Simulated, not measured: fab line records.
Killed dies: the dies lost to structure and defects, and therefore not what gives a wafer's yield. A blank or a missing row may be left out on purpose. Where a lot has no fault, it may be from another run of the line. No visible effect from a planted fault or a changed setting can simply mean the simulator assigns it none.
Which tool was responsible? ; flow sky130 ; 9 lots, 27 wafers sampled, at 3 steps of a route of 708

## WHAT THE GAUGES SHOWED, per wafer
SKY_METAL5_THK_MEAS_06: measures by xrf.
lot;measured;on;METAL5_ALCU_THK (nm)
L501;day 42 21:52;film_metro-02;1125 1140 1115
L508;day 45 13:29;film_metro-04;1306 1307 1326 1309 1307 1320
L509;day 45 11:53;film_metro-03;1313 1285 1313 1317 1294 1311
L510;day 45 19:13;film_metro-04;1311 1292 1314 1310 1292 1320
L514;day 46 16:39;film_metro-03;1121 1138 1147
L515;day 47 00:43;film_metro-03;1155 1161 1152
L517;day 48 02:40;film_metro-03;1140 1131 1135
L520;day 48 04:46;film_metro-04;1118 1096 1089
L521;day 48 10:23;film_metro-02;1149 1158 1152

## TOOL THAT RAN EACH LOT (tool first, then ch and the chambers of the sampled wafers, then the start)
lot;SKY_VIA4_SPUTTER_17;SKY_METAL5_SPUTTER_04
L501;pvd_sputter-04, day 42 20:53;pvd_sputter-03, day 42 21:42
L508;pvd_sputter-03, day 45 06:32;pvd_sputter-02, day 45 07:21
L509;pvd_sputter-01, day 45 06:53;pvd_sputter-03, day 45 07:41
L510;pvd_sputter-04, day 45 13:48;pvd_sputter-03, day 45 14:37
L514;pvd_sputter-01, day 46 15:40;pvd_sputter-03, day 46 16:29
L515;pvd_sputter-03, day 46 23:43;pvd_sputter-02, day 47 00:31
L517;pvd_sputter-04, day 48 00:21;pvd_sputter-02, day 48 02:29
L520;pvd_sputter-04, day 48 02:50;pvd_sputter-03, day 48 04:35
L521;pvd_sputter-01, day 48 09:24;pvd_sputter-02, day 48 10:13
- SKY_VIA4_SPUTTER_17: material TiN, target thk 20 nm, time 80 s.
- SKY_METAL5_SPUTTER_04: material TiN, target thk 70 nm, time 58.3 s.

## THE ANSWER, worked out from the rows above alone
Rule: usual is defined by the lots themselves. Put in order of their means at a reading, lots are off if they are a third of the lots or fewer, leave a main group of 4 or more, and stand apart from it by a gap of 3 or more times the standard deviation of the main group's means; of several such gaps the widest counts. The tables above print the reading to a certain number of digits; a main group whose means all agree to those digits is not used. A lot without any number at a reading at which 4 lots or more have one is off too. Where the step has rows for the other lots, those lots are counted as sound.
Off: L508, L509, L510, seen at SKY_METAL5_THK_MEAS_06 (METAL5_ALCU_THK). The main group: mean 1135 nm, standard deviation 18.
If a tool, at a process step before that reading, ran all the lots that are off and no sound lot after the first of them, it fits. Gauges at SKY_METAL5_THK_MEAS_06: tried the same way as those tools. Of those tried, none fits.

## WHAT HAD BEEN PUT IN BY THE SIMULATOR
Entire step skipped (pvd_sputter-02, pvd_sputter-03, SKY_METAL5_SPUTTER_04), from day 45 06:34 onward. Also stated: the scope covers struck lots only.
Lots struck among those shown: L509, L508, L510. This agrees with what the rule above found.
